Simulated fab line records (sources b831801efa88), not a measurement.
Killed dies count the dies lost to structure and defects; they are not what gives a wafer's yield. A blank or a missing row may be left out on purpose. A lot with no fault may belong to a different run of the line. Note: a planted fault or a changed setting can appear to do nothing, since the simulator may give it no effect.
8D (eight disciplines) problem report, filled in by code -- flow sky130 -- the parts of the form that need people (team, actions taken, sign-off) are left out

1. WHAT IS WRONG
beamEnergyKeV at SKY_LDD_LDN_IMPLANT_09 reads a mean of 17.396 on 6 wafers of 2 lots; wafers without a fault read 15.000 with a standard deviation of 0.0044. So: +99 or more standard deviations from the usual mean.
The first sign was on wafer L496.1 at day 26 08:46, on implanter-04. The record holds 18 wafers of 6 lots with a number at this step. Rule for "out", or "out of limits": more than 4 standard deviations from the usual mean. Any other wafer with a number is counted as sound.

2. WHAT IT IS AND WHAT IT IS NOT
question,is,is not
which readings at this step,beamEnergyKeV,-
which lots,"L496, L499","L488, L495, L501, L508"
which wafers of those lots,all that have a number,-
read on which tools,implanter-04,"implanter-02, implanter-03"
when,from day 26 08:46,"up to then (6 sound wafers); but 6 sound wafers of L501, L508 came after"

3. SUSPECTS, AND WHAT RULES EACH OUT
Counting: a tool at a process step up to the reading stays a suspect if it ran every lot that is out and no sound lot after the first of them.
- implanter-04 at SKY_LDD_LDN_IMPLANT_09: kept. Every lot that is out went through it, starting with L496 (day 26 08:46), and after that it ran no sound lot; the last sound lot it ran before then is L495 (day 26 07:43). On those wafers its own readings are out: beamEnergyKeV.
The count leaves implanter-04 at SKY_LDD_LDN_IMPLANT_09.

4. THE CAUSE (what the simulator had put in)
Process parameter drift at SKY_LDD_LDN_IMPLANT_09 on implanter-04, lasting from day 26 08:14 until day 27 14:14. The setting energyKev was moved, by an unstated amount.
Only this tool survived the counting.

5. THE CHAIN OF EFFECTS, in route order
Rows list readings where the struck wafers' mean (over those with a number) sits beyond 3 standard deviations from the usual. Only readings whose record carries a usual standard deviation are examined. hours: median over the lots of the time between each lot's start at the first step of this table that gives one and its start at this step. sigmas: the change, counted in usual standard deviations.
hours,step,reading,usual,on struck wafers,change,sigmas
0,SKY_LDD_LDN_IMPLANT_09,beamEnergyKeV,15.000,17.396,+2.396,+99 or more
It contains these process steps:
- SKY_LDD_LDN_IMPLANT_09

6. HOW IT WOULD HAVE BEEN CAUGHT EARLIER
In this record the first reading out of limits was taken at day 26 08:46, 1 hour after the fault began at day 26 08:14.
